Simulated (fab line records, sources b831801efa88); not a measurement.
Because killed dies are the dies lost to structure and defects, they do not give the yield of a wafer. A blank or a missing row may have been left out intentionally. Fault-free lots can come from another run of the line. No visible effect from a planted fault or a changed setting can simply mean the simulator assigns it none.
A struck lot beside a sound one || flow gf180mcu || 14 steps out of a route of 602
Sound: wafers L783.1, L783.4, L783.6. Wafers struck: L789.2, L789.3, L789.5. The cause comes at the end.
Order at every step that has rows: each side's tool, ch and its chambers, its first start. Under that, the readings that differ: sound wafers || struck wafers || difference of the means || sigmas: that difference in standard deviations of wafers without a fault.
alike: a reading whose means differ by less than 2 such deviations, as well as words and numbers matching on both sides. not compared: withheld readings; readings where some wafer has no value; bounds like >300 that might hide an equal value; numbers whose values overlap and for which the record gives no deviation.
A row with sigmas, a row that says differs or no value, or rows on one side alone: a step with any of these is where the two part. Non-overlapping numbers with no deviation appear without sigmas and do not part them. A reading missing from all wafers of one side parts the sides only when that side holds two or more wafers.

GF_V5_CMP_26: polishes, stops on SiO2, t overpolish 15 s, target thk 0 nm.
  sound on cmp-02 ch 0,2, day 28 20:14; struck on cmp-01 ch 0,1,3, day 30 17:50
  alike: motor-current-A, overpolish-run-s, platen-rpm, time-to-endpoint-s
GF_TOP_METAL_SPUTTER_00: material Ti, target thk 37.5 nm, time 150 s.
  struck on pvd-sputter-02, day 30 18:05; sound on pvd-sputter-01, day 28 20:29
  alike: throttle-valve-pct
GF_TOP_METAL_SPUTTER_01: material TiN, target thk 30 nm, time 25 s.
  struck on pvd-sputter-02, day 30 18:11; sound on pvd-sputter-01, day 28 20:35
  alike: throttle-valve-pct
GF_TOP_METAL_SPUTTER_02: material AlCu, target thk 900 nm, time 47.82 s.
  struck on pvd-sputter-02, day 30 18:13; sound on pvd-sputter-01, day 28 20:37
  alike: throttle-valve-pct
then, 1 step without rows for these wafers: GF_TOP_METAL_SPUTTER_03 (material Ti, target thk 5 nm, time 3.3 s).
GF_TOP_METAL_SPUTTER_04: material TiN, target thk 25 nm, time 20.8 s.
  struck on pvd-sputter-02, day 30 18:16; sound on pvd-sputter-01, day 28 20:40
  alike: throttle-valve-pct
GF_TOP_METAL_RS_MEAS_05: a four-point-probe measurement.
  struck on film-metro-01, day 30 18:19; sound on film-metro-02, day 28 20:42
  alike: TOP_METAL_ALCU_RS
GF_TOP_METAL_THK_MEAS_06: measures by xrf.
  struck on film-metro-01, day 30 18:26; sound on film-metro-02, day 28 20:49
  alike: TOP_METAL_ALCU_THK
then, 4 steps without rows for these wafers: GF_TOP_METAL_DEHYDRATE_07 (time 60 s); GF_TOP_METAL_HMDS_08 (prime time 60 s); GF_TOP_METAL_COAT_09 (resist thk 1500 nm); GF_TOP_METAL_SOFTBAKE_10 (time 60 s).
GF_TOP_METAL_EXPOSE_11: exposes mask MetalTop, target cd 440 nm.
  struck on iline-stepper-02, day 31 03:07; sound on iline-stepper-01 ch 0, day 29 06:17
  no value came back on the struck wafers for exposure-dose-mJ-cm2, focus-offset-nm (nm); on the sound wafers exposure-dose-mJ-cm2 reads 168.6 168.6 168.6
  alike: mask
next, for these wafers, 1 step has no rows: GF_TOP_METAL_PEB_12.

== WHERE THEY PART ==
Within this record, at GF_TOP_METAL_EXPOSE_11 only.

WHY: what the simulator had put in
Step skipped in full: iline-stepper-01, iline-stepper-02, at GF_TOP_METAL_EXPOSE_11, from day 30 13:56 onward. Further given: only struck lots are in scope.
